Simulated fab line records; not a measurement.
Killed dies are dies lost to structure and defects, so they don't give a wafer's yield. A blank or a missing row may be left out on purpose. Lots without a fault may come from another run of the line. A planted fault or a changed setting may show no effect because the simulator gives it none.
2 desks looking at one fault + flow gf180mcu + each desk holds nothing but its own numbers, with what lay behind them at the end

FOR THE TOOL OWNER'S DESK: litho track-01
The tool's own readings at GF_V5_PEB_12 (peb time 90 s): means of the sampled wafers that have a number, for each lot that ran on this tool. Any lot whose mean is over 4 standard deviations away from the usual mean is out of limits and marked OUT; that distance is given in the brackets.
Columns: A = heater power total W at GF_V5_PEB_12, usual 85.69 W
| lot  | first seen here | A               |
|------|-----------------|-----------------|
| L627 | day 27 06:42    | 85.60           |
| L628 | day 27 08:10    | 85.70           |
| L629 | day 28 00:50    | 85.68           |
| L637 | day 30 09:57    | 88.26 (+33) OUT |
| L638 | day 30 16:34    | 88.31 (+34) OUT |
Finding of this desk: L637, L638 out of limits; the first was L637 at day 30 09:57, on heater power total W at GF_V5_PEB_12. L627, L628, L629: within limits.

METROLOGY DESK
Lot by lot, what the gauges showed, no matter which tool ran the lot: averages of those sampled wafers that carry a number. Any lot whose mean is over 4 standard deviations away from the usual mean is out of limits and marked OUT; that distance is given in the brackets.
Columns: A = V3_CVD_00_THK at GF_V3_THK_MEAS_01, usual 600 nm; B = M4_OVL at GF_M4_OVL_MEAS_15, usual 3 nm
| lot  | first seen here | A   | B  |
|------|-----------------|-----|----|
| L627 | day 21 13:20    | 601 | 0  |
| L628 | day 21 14:26    | 599 | 0  |
| L629 | day 22 08:52    | 595 | 3  |
| L637 | day 25 04:37    | 599 | 1  |
| L638 | day 25 10:56    | 599 | 1  |
| L639 | day 25 16:49    | 598 | 10 |
| L641 | day 26 05:14    | 606 | 2  |
| L643 | day 26 22:55    | 604 | 2  |
| L644 | day 27 04:31    | 599 | 2  |
| L645 | day 27 13:41    | 598 | -4 |
| L646 | day 27 16:58    | 601 | 2  |
| L647 | day 28 06:17    | 598 | -1 |
| L648 | day 28 08:06    | 595 | -4 |
| L650 | day 29 01:29    | 598 | 7  |
This desk found nothing out of limits on any of the 14 lots.

PUT TOGETHER
The tool owner's desk had the chance to raise an alarm at day 30 09:57 on L637, L638.
From the metrology desk's view, nothing was out of limits.
The metrology desk holds a record of L637, L638, inside its limits.
Every lot named ran GF_V5_PEB_12 on litho track-01.

WHAT THE SIMULATOR PUT IN
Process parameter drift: litho track-01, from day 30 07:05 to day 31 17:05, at GF_V5_PEB_12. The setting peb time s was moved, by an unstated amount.
Shown lots that were struck: L637, L638.
Time in hours from fault onset to the first out-of-limits reading at each desk: the tool owner's desk, 3.
